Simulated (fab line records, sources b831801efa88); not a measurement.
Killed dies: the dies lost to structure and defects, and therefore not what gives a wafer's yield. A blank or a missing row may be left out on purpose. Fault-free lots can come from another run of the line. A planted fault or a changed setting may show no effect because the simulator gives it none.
fab line records	flow sky130
[record] lots = 13	wafers = 39	lastDay = 50
route steps=708 shown VIA2@527 METAL3@536 VIA3@575 PAD_OPEN@708
lots that met no fault: taken from a fault-free run of the same line
startH: hours from the record's first day to the start of the lot's first wafer shown	waitH: hours from the lot's prior step to this one	" unchanged from the row above	L1.1+2: several wafers, shown together as one row	- value missing, or start not given	* or withheld: withheld	< > ~ a bound
route shown NAME@n: a module of which the file shows steps, and the number in the route of the first	usual: mean/standard deviation taken from wafers without a fault	same: alike in all rows	chamber/n: place in a boat	sites: readings site by site	_std_site: standard deviation across them	_edge_site: inner sites' mean taken away from outer sites' mean	radiusMm: for every site, how far away it sits from the centre of the wafer	mask NAME#n: copy n	behind: tool/chamber where the wafer was last shaped	hold: cause of the lot's hold/its duration in hours/its outcome	device: which transistor (n, p or np) failed to switch	end of line: tests of these same wafers at the route's end	where a step has no rows: the recipe by itself	killed: the dies lost at the first sort to structure and to defects; this is not the yield of the wafer	map: the dies of a wafer, with x for killed, . for not killed, _ for no die there
set.NAME: setting as actually run; set.NAME@STEP: the setting as run at that earlier step	model.NAME: the simulator's own value behind a step, which no gauge read
the route's steps for a sample of lots (tables are steps, rows are wafers)
services: a tool's chamber out of use, with start hour (startH, from the record's first day; less than 0 if before it), hours out, and reason
[[steps]]
[step SKY_VIA2_SPUTTER_20]
[recipe] material = TiN	targetThkNm = 20	chamberPressurePa = 5	powerW = 4000	timeS = 80
[usual] cathodeDcPowerW = 4000.1/0.72	throttleValvePct = 29.7/0.94
lot.wafer	tool	chamber	startH	waitH	cathodeDcPowerW	throttleValvePct
L704.1	pvdSputter-02	-	839.58	0.0	4000.9	27.3
L704.4	"	-	"	"	3999.9	29.0
L704.6	"	-	"	"	3999.3	27.7
L708.3	pvdSputter-04	-	881.04	0.0	4001.5	29.6
L708.4	"	-	"	"	4000.1	28.9
L708.6	"	-	"	"	3999.1	29.0
L710.2	pvdSputter-04	-	898.09	0.0	3999.7	29.9
L710.3	"	-	"	"	4000.3	29.1
L710.4	"	-	"	"	4000.0	29.0
L711.4	pvdSputter-01	-	911.61	0.0	3998.9	30.3
L711.5	"	-	"	"	3998.3	30.4
L711.6	"	-	"	"	3999.8	30.8
L714.3	pvdSputter-04	-	933.38	0.0	4000.4	28.8
L714.4	"	-	"	"	3999.7	29.2
L714.5	"	-	"	"	3998.8	29.1
L718.1	pvdSputter-04	-	954.98	0.0	4000.0	28.7
L718.2	"	-	"	"	4000.5	29.1
L718.3	"	-	"	"	3999.7	30.0
L719.2	pvdSputter-04	-	967.02	0.0	4000.1	28.9
L719.4	"	-	"	"	3999.1	29.8
L719.5	"	-	"	"	4000.5	29.2
L721.2	pvdSputter-02	-	973.93	0.0	4000.1	29.4
L721.3	"	-	"	"	4000.8	29.1
L721.4	"	-	"	"	3999.2	27.7
L723.1	pvdSputter-04	-	986.76	0.0	4000.8	29.8
L723.2	"	-	"	"	3999.7	28.9
L723.4	"	-	"	"	4000.3	28.7
L724.1	pvdSputter-01	-	991.50	0.0	3999.6	30.1
L724.2	"	-	"	"	3999.9	31.5
L724.4	"	-	"	"	4000.3	30.5
L725.3	pvdSputter-01	-	996.34	0.0	3999.5	30.5
L725.5	"	-	"	"	3998.4	31.5
L725.6	"	-	"	"	3999.2	30.0
L726.2	pvdSputter-02	-	1003.52	0.0	4000.5	27.8
L726.4	"	-	"	"	4001.8	29.6
L726.6	"	-	"	"	3999.9	29.5
L727.1	pvdSputter-02	-	1010.08	0.0	4000.6	29.6
L727.3	"	-	"	"	4000.1	28.9
L727.6	"	-	"	"	3999.6	29.5
[step SKY_VIA2_CVD_21]
[recipe] material = W	targetThkNm = 420	timeS = 126.4	tempC = 400	pressureTorr = 40
[usual] heaterPowerW = 804/84	susceptorTempC = 400.05/0.21
lot.wafer	tool	chamber	startH	waitH	heaterPowerW	susceptorTempC
L704.1	cvdW-01	0	839.64	0.0	933	400.14
L704.4	"	1	"	"	750	400.04
L704.6	"	0	"	"	931	399.92
L708.3	cvdW-01	0	881.14	0.1	891	400.26
L708.4	"	1	"	"	753	399.77
L708.6	"	0	"	"	918	399.92
L710.2	cvdW-02	0	898.15	0.0	715	400.33
L710.3	"	0	"	"	714	400.05
L710.4	"	1	"	"	802	399.98
L711.4	cvdW-01	0	911.71	0.1	911	399.94
L711.5	"	0	"	"	896	400.08
L711.6	"	1	"	"	747	400.00
L714.3	cvdW-01	1	933.48	0.1	744	399.88
L714.4	"	0	"	"	933	400.24
L714.5	"	1	"	"	732	399.81
L718.1	cvdW-01	0	955.04	0.0	927	399.99
L718.2	"	1	"	"	763	400.43
L718.3	"	0	"	"	915	400.15
L719.2	cvdW-01	1	967.08	0.0	752	400.08
L719.4	"	0	"	"	928	400.02
L719.5	"	1	"	"	736	399.83
L721.2	cvdW-01	1	973.99	0.0	751	400.04
L721.3	"	1	"	"	767	399.99
L721.4	"	0	"	"	941	399.41
L723.1	cvdW-01	0	986.82	0.0	918	399.83
L723.2	"	1	"	"	777	400.15
L723.4	"	1	"	"	753	400.06
L724.1	cvdW-02	0	991.56	0.0	713	400.08
L724.2	"	1	"	"	781	400.32
L724.4	"	1	"	"	764	399.99
L725.3	cvdW-02	1	996.44	0.1	766	400.25
L725.5	"	1	"	"	757	400.23
L725.6	"	0	"	"	714	400.15
L726.2	cvdW-01	0	1003.58	0.0	938	399.95
L726.4	"	1	"	"	769	400.23
L726.6	"	0	"	"	940	399.96
L727.1	cvdW-01	0	1010.14	0.0	918	400.14
L727.3	"	0	"	"	947	400.20
L727.6	"	1	"	"	741	400.03
[step SKY_METAL3_SPUTTER_04]
[recipe] material = TiN	targetThkNm = 70	powerW = 6500	timeS = 58.3	chamberPressurePa = 0.4
[usual] cathodeDcPowerW = 6499.9/1.2	throttleValvePct = 29.3/0.92
lot.wafer	tool	chamber	startH	waitH	cathodeDcPowerW	throttleValvePct
L704.1	pvdSputter-03	-	840.36	0.0	6501.1	31.4
L704.4	"	-	"	"	6499.9	30.4
L704.6	"	-	"	"	6500.6	31.5
L708.3	pvdSputter-02	-	881.81	0.0	6501.9	29.2
L708.4	"	-	"	"	6499.7	29.6
L708.6	"	-	"	"	6501.0	29.2
L710.2	pvdSputter-02	-	898.86	0.0	6501.6	27.6
L710.3	"	-	"	"	6501.5	29.6
L710.4	"	-	"	"	6500.8	29.1
L711.4	pvdSputter-02	-	912.38	0.0	6500.0	29.6
L711.5	"	-	"	"	6499.9	29.0
L711.6	"	-	"	"	6501.3	29.6
L714.3	pvdSputter-03	-	934.15	0.0	6499.0	29.6
L714.4	"	-	"	"	6498.3	31.5
L714.5	"	-	"	"	6498.9	31.2
L718.1	pvdSputter-03	-	955.76	0.0	6499.9	31.6
L718.2	"	-	"	"	6501.3	29.7
L718.3	"	-	"	"	6500.1	28.9
L719.2	pvdSputter-02	-	967.79	0.0	6500.5	29.7
L719.4	"	-	"	"	6500.0	29.4
L719.5	"	-	"	"	6499.3	29.8
L721.2	pvdSputter-02	-	974.71	0.0	6500.1	29.6
L721.3	"	-	"	"	6501.1	27.8
L721.4	"	-	"	"	6498.3	29.7
L723.1	pvdSputter-04	-	987.64	0.0	6499.7	30.0
L723.2	"	-	"	"	6498.4	29.3
L723.4	"	-	"	"	6497.7	28.8
L724.1	pvdSputter-02	-	992.28	0.0	6499.2	29.7
L724.2	"	-	"	"	6498.0	29.4
L724.4	"	-	"	"	6499.6	29.4
L725.3	pvdSputter-02	-	997.12	0.0	6500.0	29.1
L725.5	"	-	"	"	6499.4	28.9
L725.6	"	-	"	"	6501.6	27.9
L726.2	pvdSputter-04	-	1004.29	0.0	6499.5	29.4
L726.4	"	-	"	"	6499.0	28.9
L726.6	"	-	"	"	6500.6	29.0
L727.1	pvdSputter-02	-	1010.85	0.0	6500.3	27.8
L727.3	"	-	"	"	6498.9	29.5
L727.6	"	-	"	"	6501.0	29.8
[step SKY_VIA3_CMP_02]
[recipe] material = SiO2	downForcePsi = 4	platenRpm = 60	padVelocityMS = 0.94248
[usual] edgeZonePressureFrac = 1.000/0.0051	headPressurePsi = 4.001/0.0088	motorCurrentA = 12.0/0.87
lot.wafer	tool	chamber	startH	waitH	edgeZonePressureFrac	headPressurePsi	motorCurrentA
L704.1	cmp-02	1	894.34	0.1	0.998	3.982	11.8
L704.4	"	2	"	"	1.006	3.993	11.7
L704.6	"	3	"	"	1.003	4.015	11.7
L708.3	cmp-02	2	934.21	0.0	1.000	4.003	11.7
L708.4	"	3	"	"	1.005	4.003	12.6
L708.6	"	3	"	"	1.005	4.003	11.9
L710.2	cmp-02	2	949.76	0.0	0.996	4.007	11.4
L710.3	"	3	"	"	1.006	3.996	12.0
L710.4	"	0	"	"	1.010	4.003	12.7
L711.4	cmp-01	1	962.96	0.1	0.995	4.006	12.8
L711.6	"	0	"	"	1.006	4.007	11.4
L711.5	"	1	"	"	1.004	4.007	13.4
L714.3	cmp-01	3	983.86	0.0	0.996	3.995	11.5
L714.4	"	0	"	"	1.003	3.998	11.2
L714.5	"	3	"	"	0.993	3.999	11.8
L718.3	cmp-01	0	1004.31	0.1	1.005	4.000	12.2
L718.2	"	1	"	"	0.993	4.013	13.2
L718.1	"	2	"	"	1.000	3.990	10.0
L719.4	cmp-01	0	1016.40	0.1	1.006	4.000	11.7
L719.2	"	2	"	"	0.994	3.993	10.6
L719.5	"	0	"	"	1.001	4.001	11.8
L721.2	cmp-01	3	1023.48	0.0	0.994	3.993	11.1
L721.4	"	0	"	"	0.989	4.007	12.2
L721.3	"	2	"	"	1.001	3.988	9.8
L723.2	cmp-01	2	1035.61	0.0	-	-	-
L723.1	"	3	"	"	-	-	-
L723.4	"	0	"	"	-	-	-
L724.2	cmp-02	3	1038.97	0.0	-	-	-
L724.4	"	0	"	"	-	-	-
L724.1	"	2	"	"	-	-	-
L725.3	cmp-01	3	1044.11	0.1	-	-	-
L725.5	"	1	"	"	-	-	-
L725.6	"	2	"	"	-	-	-
L726.2	cmp-02	1	1050.91	0.0	0.998	4.002	12.8
L726.4	"	0	"	"	1.002	4.006	13.4
L726.6	"	1	"	"	0.996	3.996	12.2
L727.1	cmp-01	3	1057.83	0.1	0.999	4.004	12.1
L727.3	"	0	"	"	0.987	3.992	11.8
L727.6	"	3	"	"	0.997	4.016	12.1
[step SKY_VIA3_BOW_MEAS_03]
[recipe] mode = bow
[usual] VIA3_BOW = 78/7.8
lot.wafer	tool	chamber	startH	waitH	hold	VIA3_BOW[um]
L704.1	filmMetro-04	-	894.54	0.1	-	78
L704.4	"	-	"	"	-	69
L704.6	"	-	"	"	-	82
L708.3	filmMetro-04	-	934.58	0.3	-	79
L708.4	"	-	"	"	-	58
L708.6	"	-	"	"	-	82
L710.2	filmMetro-01	-	950.08	0.3	-	77
L710.3	"	-	"	"	-	69
L710.4	"	-	"	"	-	62
L711.4	filmMetro-01	-	963.27	0.3	-	80
L711.5	"	-	"	"	-	72
L711.6	"	-	"	"	-	64
L714.3	filmMetro-04	-	984.20	0.3	-	88
L714.4	"	-	"	"	-	75
L714.5	"	-	"	"	-	72
L718.1	filmMetro-04	-	1004.56	0.1	-	81
L718.2	"	-	"	"	-	80
L718.3	"	-	"	"	-	76
L719.2	filmMetro-04	-	1016.67	0.1	-	80
L719.4	"	-	"	"	-	87
L719.5	"	-	"	"	-	74
L721.2	filmMetro-02	-	1023.80	0.3	-	74
L721.3	"	-	"	"	-	83
L721.4	"	-	"	"	-	98
L723.1	filmMetro-02	-	1035.91	0.2	awaitDispo/0.2h/release	153
L723.2	"	-	"	"	awaitDispo/0.2h/release	154
L723.4	"	-	"	"	awaitDispo/0.2h/release	154
L723.1	filmMetro-02	-	1036.19	0.3	-	-
L723.2	"	-	"	"	-	-
L723.4	"	-	"	"	-	-
L724.1	filmMetro-02	-	1039.27	0.1	awaitDispo/0.2h/release	141
L724.2	"	-	"	"	awaitDispo/0.2h/release	144
L724.4	"	-	"	"	awaitDispo/0.2h/release	128
L724.1	filmMetro-02	-	1039.56	0.3	-	-
L724.2	"	-	"	"	-	-
L724.4	"	-	"	"	-	-
L725.3	filmMetro-02	-	1044.35	0.2	awaitDispo/0.2h/release	129
L725.5	"	-	"	"	awaitDispo/0.2h/release	136
L725.6	"	-	"	"	awaitDispo/0.2h/release	124
L725.3	filmMetro-02	-	1044.63	0.3	-	-
L725.5	"	-	"	"	-	-
L725.6	"	-	"	"	-	-
L726.2	filmMetro-02	-	1051.23	0.3	-	69
L726.4	"	-	"	"	-	87
L726.6	"	-	"	"	-	80
L727.1	filmMetro-04	-	1058.08	0.2	-	90
L727.3	"	-	"	"	-	78
L727.6	"	-	"	"	-	82
[step SKY_PAD_OPEN_PROBE_99]
[usual] defectLimitedYield = 82.2/2.2	killed_at_M0_to_M3 = 45/7.1	killed_at_M4_up = 3.0/1.8	killedAtContacts = 24/5.4	killedAtFrontEnd = 16/4.9	killedAtOther = 0.3/0.63	killedDies = 88/11	killedOnRim = 17/3.4	killedOpen = 47/7.4	killedShort = 40/7	sort_bin_3_pad_short = 1.0/0.43	sort_bin_5_function = 10.6/1.7	sort_bin_6_memory = 6.3/1.1	sortNPass = 404/11	sortYieldPct = 82.2/2.2
[same] grossDies = 492	killedAtBackSide = 0	sort_bin_4_leakage[%] = 0	sort_bin_8_speed[%] = 0
lot.wafer	tool	chamber	startH	waitH	defectLimitedYield[%]	killed_at_M0_to_M3	killed_at_M4_up	killedAtContacts	killedAtFrontEnd	killedAtOther	killedDies	killedOnRim	killedOpen	killedShort	sort_bin_3_pad_short[%]	sort_bin_5_function[%]	sort_bin_6_memory[%]	sortNPass	sortYieldPct[%]
L714.3	prober-01	-	1140.12	0.2	79.9	55	4	20	20	0	99	23	52	47	1.0	12.8	6.3	393	79.9
L714.4	prober-01	-	1140.17	0.2	80.3	51	1	25	20	0	97	14	54	43	0.2	13.8	5.7	395	80.3
L714.5	prober-01	-	1140.22	0.2	81.5	53	1	26	11	0	91	19	51	40	0.6	11.8	6.1	401	81.5
L718.2	prober-01	-	1156.17	0.1	82.9	48	3	17	16	0	84	13	39	45	1.8	11.0	4.3	408	82.9
L718.3	prober-01	-	1156.22	0.2	83.3	40	2	31	9	0	82	22	47	35	0.4	11.4	4.9	410	83.3
// killed by level:class
L714.3 VIA1:geometricParticle:open=11 CONTACT:geometricParticle:open=9 FIELD_ISO:geometricParticle:short=8 FIELD_ISO:geometricParticle:open=6 VIA2:geometricParticle:open=6 VIA3:geometricParticle:open=6 METAL2:geometricParticle:short=5 POLY_GATE:geometricParticle:short=5
L714.4 CONTACT:geometricParticle:open=13 VIA1:geometricParticle:open=12 VIA1:geometricParticle:short=7 VIA2:geometricParticle:open=7 LI_CONTACT:geometricParticle:open=6 FIELD_ISO:geometricParticle:short=5 VIA3:geometricParticle:open=5 METAL2:geometricParticle:short=5
L714.5 VIA1:geometricParticle:open=16 METAL2:geometricParticle:short=9 LI_CONTACT:geometricParticle:open=8 CONTACT:geometricParticle:open=7 VIA1:geometricParticle:short=6 METAL1:geometricParticle:short=5 VIA3:geometricParticle:short=5 VIA3:geometricParticle:open=4
L718.2 VIA1:geometricParticle:open=12 METAL2:geometricParticle:short=9 VIA1:geometricParticle:short=7 LI_CONTACT:geometricParticle:open=5 CONTACT:geometricParticle:open=5 METAL1:geometricParticle:short=5 FIELD_ISO:geometricParticle:short=4 POLY_GATE:geometricParticle:short=4
L718.3 CONTACT:geometricParticle:open=11 VIA1:geometricParticle:open=9 LI_CONTACT:geometricParticle:open=7 CONTACT:geometricParticle:short=7 METAL2:geometricParticle:short=6 VIA2:geometricParticle:open=6 METAL3:geometricParticle:short=5 VIA3:geometricParticle:open=5
[[services]]
tool	chamber	startH	hours	kind
pvdSputter-04	-	816.81	1.2	repair
cvdW-01	-	817.99	1.9	repair
cvdW-01	0	821.27	12.9	repair
cmp-02	-	824.78	1.7	repair
cmp-02	-	845.78	6.2	repair
pvdSputter-02	-	849.06	1.5	repair
pvdSputter-04	-	851.12	7.5	repair
cmp-02	-	861.20	2.7	pm
pvdSputter-03	-	891.68	1.9	repair
cvdW-01	1	895.26	7.7	repair
cmp-02	-	912.28	4.0	pm
pvdSputter-02	-	930.75	5.9	repair
pvdSputter-04	-	943.24	5.2	repair
cmp-01	-	945.18	1.9	repair
cvdW-01	-	945.78	0.8	repair
pvdSputter-04	-	945.85	2.0	repair
pvdSputter-02	-	970.92	0.8	repair
cmp-01	-	1002.77	0.5	repair
cmp-01	-	1007.35	0.9	repair
pvdSputter-02	-	1012.24	4.2	repair
cmp-02	-	1017.92	1.8	repair
cmp-01	-	1025.25	1.5	repair
pvdSputter-02	-	1036.83	2.9	repair
pvdSputter-04	-	1046.41	2.3	repair
[[key]]
[firstSign] step = SKY_VIA3_CMP_02	reading = toolRecord	direction = missing
[effect] step = SKY_VIA3_BOW_MEAS_03	reading = visit	direction = added
[effect] step = SKY_VIA3_BOW_MEAS_03	reading = VIA3_BOW	direction = up	sigmas = 7.9	usual = 78	struck = 140
metAt SKY_VIA3_CMP_02
struckLots L723,L724,L725
scrappedBehind SKY_VIA3_BOW_MEAS_03 L723.1,L723.2,L723.4,L724.1,L724.2,L724.4,L725.3,L725.5,L725.6
notActingAt SKY_VIA2_SPUTTER_20,SKY_VIA2_CVD_21,SKY_METAL3_SPUTTER_04
onsetBetween 1023.48 1035.61
[fault] kind = skippedStepWhole	tool = cmp-01,cmp-02	chamber = -	onsetH = 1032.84	steps = SKY_VIA3_CMP_02	scope = struckLotsOnly
